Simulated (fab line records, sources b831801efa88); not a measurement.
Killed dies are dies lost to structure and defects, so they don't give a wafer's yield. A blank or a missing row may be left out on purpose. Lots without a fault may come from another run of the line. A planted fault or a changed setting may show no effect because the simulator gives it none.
Problem report in the 8D (eight disciplines) form, filled by code | flow sky130 | the parts of the form that need people (team, actions taken, sign-off) are left out

1. THE PROBLEM
tube_center_temp_C at SKY_GATE_OXIDE_OXIDATION_16 reads a mean of 845.67 C on 6 wafers of 2 lots; wafers without a fault read 800.01 C with a standard deviation of 0.07. That is +99 or more standard deviations from the usual mean.
The step: stabilise 600 s, purge 300 s, target thk 3.57 nm.
First seen on wafer L348.1, day 19 03:41, on furnace-01. The record holds 18 wafers of 6 lots with a number at this step. Rule for "out", or "out of limits": more than 4 standard deviations from the usual mean. The other wafers with a number count as sound.

2. WHAT IT IS AND WHAT IT IS NOT
question                    | is                                                                                                                                                          | is not
which readings at this step | tube_center_temp_C, spike_tc_bottom_C, spike_tc_centre_C, spike_tc_lower_C, spike_tc_top_C, spike_tc_upper_C, tube_center_temp_C_max, zone_power_bottom_pct | -
which lots                  | L348, L349                                                                                                                                                  | L333, L336, L350, L352
which wafers of those lots  | all that have a number                                                                                                                                      | -
read on which tools         | furnace-01                                                                                                                                                  | furnace-02
when                        | from day 19 03:41                                                                                                                                           | up to then (6 sound wafers); but 6 sound wafers of L350, L352 came after

3. SUSPECTS, AND WHAT RULES EACH OUT
Counting: a tool at a process step up to the reading stays a suspect if it ran every lot that is out and no sound lot after the first of them.
- plasma_asher-03 at SKY_GATE_OXIDE_STRIP_13 (strips in O2/N2): kept. It ran every lot that is out, first L348 (day 19 02:53), and no sound lot after that.
- furnace-01 at SKY_GATE_OXIDE_OXIDATION_16 (stabilise 600 s, purge 300 s, target thk 3.57 nm): kept. It ran every lot that is out, first L348 (day 19 03:41), and no sound lot after that; its last sound lot up to then is L336 (day 14 23:22). Its own readings are out on those wafers: spike_tc_bottom_C, spike_tc_centre_C, spike_tc_lower_C, spike_tc_top_C, spike_tc_upper_C, tube_center_temp_C, tube_center_temp_C_max, zone_power_bottom_pct.
Left after counting: plasma_asher-03 at SKY_GATE_OXIDE_STRIP_13, furnace-01 at SKY_GATE_OXIDE_OXIDATION_16.

4. THE CAUSE (what the simulator had put in)
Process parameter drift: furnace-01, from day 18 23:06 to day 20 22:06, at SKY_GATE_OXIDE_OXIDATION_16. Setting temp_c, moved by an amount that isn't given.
Counting left 2 suspects, and this tool is among them.

5. THE CHAIN OF EFFECTS, in route order
Each row: a reading whose mean over the struck wafers that have a number lies more than 3 standard deviations from the usual. Only readings for which the record gives a usual standard deviation are gone through. hours: the time from each lot's start at the first step in this table that gives one to its start at this step, as a median over the lots. sigmas: the change in usual standard deviations.
hours | step                        | reading                | usual    | on struck wafers | change | sigmas
0     | SKY_GATE_OXIDE_OXIDATION_16 | spike_tc_bottom_C      | 818.2 C  | 864.1            | +45.9  | +38
0     | SKY_GATE_OXIDE_OXIDATION_16 | spike_tc_centre_C      | 801.5 C  | 847.8            | +46.3  | +33
0     | SKY_GATE_OXIDE_OXIDATION_16 | spike_tc_lower_C       | 801.0 C  | 846.6            | +45.6  | +46
0     | SKY_GATE_OXIDE_OXIDATION_16 | spike_tc_top_C         | 812.4 C  | 855.5            | +43.1  | +31
0     | SKY_GATE_OXIDE_OXIDATION_16 | spike_tc_upper_C       | 800.9 C  | 846.3            | +45.4  | +30
0     | SKY_GATE_OXIDE_OXIDATION_16 | tube_center_temp_C     | 800.01 C | 845.67           | +45.66 | +99 or more
0     | SKY_GATE_OXIDE_OXIDATION_16 | tube_center_temp_C_max | 802.1    | 847.8            | +45.7  | +99 or more
0     | SKY_GATE_OXIDE_OXIDATION_16 | zone_power_bottom_pct  | 22.33 %  | 25.19            | +2.86  | +13
0     | SKY_GATE_OXIDE_OXIDATION_16 | zone_power_centre_pct  | 14.8 %   | 17.1             | +2.3   | +3.2
The process steps in it:
- SKY_GATE_OXIDE_OXIDATION_16: stabilise 600 s, purge 300 s, target thk 3.57 nm.

6. WHAT WOULD HAVE CAUGHT IT SOONER
In this record the first reading out of limits was taken at day 19 03:41, 5 hours after the fault began at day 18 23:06.
